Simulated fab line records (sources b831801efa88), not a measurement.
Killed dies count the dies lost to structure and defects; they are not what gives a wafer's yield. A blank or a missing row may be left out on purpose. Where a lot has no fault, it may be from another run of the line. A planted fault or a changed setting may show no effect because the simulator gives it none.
Comparing a struck lot with a sound one + flow gf180mcu + 19 out of 602 route steps
Sound: the wafers L958.1, L958.2, L958.4. The struck wafers were L962.1, L962.3, L962.4. The cause is given at the end.
Per side, at each step with rows, come the tool, then ch with its chambers, and then its first start. Under that, the readings that differ: sound wafers + struck wafers + difference of the means + sigmas: that difference in standard deviations of wafers without a fault.
alike: readings whose means differ by less than 2 such deviations, and words and numbers that are the same on both sides. not compared: withheld readings, readings that some wafer has no value for, bounds like >300 that may hide the same value, and numbers for which the record gives no deviation and whose values overlap.
A row with sigmas, a row that says differs or no value, or rows on one side alone: a step with any of these is where the two part. Numbers that don't overlap but have no deviation are shown without sigmas and don't part them. Lack of a reading on every wafer of one side parts them only where that side has two or more wafers.

first, 4 steps without rows for these wafers: GF_DNWELL_EXPOSE_04 (exposes mask DNWELL, target cd 1700 nm); GF_DNWELL_PEB_05; GF_DNWELL_DEVELOP_06 (develop time 60 s); GF_DNWELL_IMPLANT_07.
GF_DNWELL_STRIP_08: strips in O2/N2.
  sound on plasma_asher-02 ch 0,1, day 5 06:34; struck on plasma_asher-01 ch 0,1, day 6 04:23
  alike: drypump_motor_current_A, heater_power_w, oes_product_au, platen_temp_c, strip_time_to_endpoint_s
  not compared: rf_hours_counter_h
GF_DNWELL_TW_MEAS_09:
  sound on film_metro-02, day 5 06:40; struck on film_metro-02, day 6 04:36
  alike: DNWELL_TW
then, 6 steps without rows for these wafers: GF_NWELL_DEHYDRATE_00 (time 60 s); GF_NWELL_HMDS_01 (prime time 60 s); GF_NWELL_COAT_02 (resist thk 3000 nm); GF_NWELL_SOFTBAKE_03; GF_NWELL_EXPOSE_04 (exposes mask Nwell, target cd 860 nm); GF_NWELL_PEB_05.
GF_NWELL_DEVELOP_06: develop time 60 s.
  sound on litho_track-04 ch 0, day 5 21:00; struck on litho_track-01 ch 0, day 6 20:00
GF_NWELL_OVL_MEAS_07:
  sound on overlay-01, day 5 21:31; struck on overlay-02, day 6 20:13
| reading        | sound         | struck | difference                    | sigmas |
|----------------|---------------|--------|-------------------------------|--------|
| NWELL_OVL (nm) | -2.4 0.1 -1.1 | - - -  | no value on the struck wafers |        |
then, 2 steps without rows for these wafers: GF_NWELL_IMPLANT_08; GF_NWELL_IMPLANT_09.
GF_NWELL_STRIP_10: strips in O2/N2.
  sound on plasma_asher-04 ch 0,1, day 5 21:50; struck on plasma_asher-02 ch 0,1, day 6 20:34
  alike: drypump_motor_current_A, heater_power_w, oes_product_au, platen_temp_c, strip_time_to_endpoint_s
  not compared: rf_hours_counter_h
GF_NWELL_TW_MEAS_11:
  sound on film_metro-02, day 5 21:56; struck on film_metro-01, day 6 20:53
| reading  | sound          | struck   | difference | sigmas      |
|----------|----------------|----------|------------|-------------|
| NWELL_TW | 1568 1556 1559 | 30 30 30 | -1531      | -99 or more |
  not compared: hold
GF_PASSIVATION_PROBE_99:
  the record holds rows for the sound wafers here (prober-02, day 32 17:22) but none for the struck ones

WHERE THEY PART
First at GF_NWELL_OVL_MEAS_07; last, within this record, at GF_PASSIVATION_PROBE_99.

WHY: what the simulator had put in
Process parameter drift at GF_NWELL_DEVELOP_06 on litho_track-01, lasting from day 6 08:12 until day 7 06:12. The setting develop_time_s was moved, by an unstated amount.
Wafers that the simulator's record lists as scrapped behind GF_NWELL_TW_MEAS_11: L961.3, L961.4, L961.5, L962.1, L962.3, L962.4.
